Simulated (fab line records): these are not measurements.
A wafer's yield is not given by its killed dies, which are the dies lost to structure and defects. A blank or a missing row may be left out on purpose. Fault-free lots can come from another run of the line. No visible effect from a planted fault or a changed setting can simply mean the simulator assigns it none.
Chamber matching    flow sky130    cmp-01 running SKY_VIA2_CMP_02: 4 sister chambers
The step polishes SiO2. 27 wafers are shown with their chamber, then 12 later ones without.

== EACH WAFER AND ITS CHAMBER ==
wafer   chamber  motor_current_A (A)
L074.1  1        13.7
L074.3  0        10.3
L074.5  3        11.2
L075.1  2        13.4
L075.3  1        13.5
L075.5  0        10.6
L076.2  1        12.8
L076.3  2        13.1
L076.4  0        10.7
L081.2  0        11.1
L081.3  3        11.1
L081.6  0        10.6
L082.2  2        13.2
L082.3  0        10.7
L082.4  1        13.4
L085.1  1        12.9
L085.4  2        13.3
L085.6  2        12.5
L089.2  2        13.1
L089.5  1        13.2
L089.6  2        13.4
L091.1  2        13.3
L091.3  3        11.6
L091.4  1        13.2
L093.3  3        11.2
L093.4  0        11.0
L093.5  0        11.5

SIGNATURES (averages over the wafers above)
reading          chamber 0  chamber 1  chamber 2  chamber 3  scatter within a chamber
motor_current_A  10.812     13.243     13.162     11.275     0.318
Rule: a wafer's distance from a chamber is the root of the sum, over the readings, of the square of ((its reading less the chamber's mean) divided by the reading's scatter). If the next closest chamber is less than 2 further off than the closest, the wafer can't be placed; otherwise it belongs to the closest. The scatter: take each reading less its chamber's mean, square it, sum over the shown wafers, divide by the number of wafers less the number of chambers, and take the root.

== WAFERS MISSING THEIR CHAMBER ==
wafer   motor_current_A (A)
L092.1  11.1
L092.3  11.3
L092.4  13.0
L094.1  13.0
L094.2  11.4
L094.6  10.7
L096.1  12.4
L096.2  13.3
L096.3  10.8
L097.1  12.5
L097.2  11.0
L097.5  10.4

== WHICH CHAMBER EACH WENT THROUGH ==
wafer   from the rows above           in truth
L092.1  can't be placed: 3 or 0       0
L092.3  can't be placed: 3 or 0       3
L092.4  can't be placed: 2 or 1       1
L094.1  can't be placed: 2 or 1       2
L094.2  can't be placed: 3 or 0       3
L094.6  can't be placed: 0 or 3       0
L096.1  can't be placed: 2 or 1 or 3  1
L096.2  can't be placed: 1 or 2       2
L096.3  can't be placed: 0 or 3       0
L097.1  can't be placed: 2 or 1 or 3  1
L097.2  can't be placed: 0 or 3       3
L097.5  can't be placed: 0 or 3       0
Correctly placed: 0 of 12. These rows do not allow placing 12 (true chamber among the candidates in 12). Wrongly placed: 0.
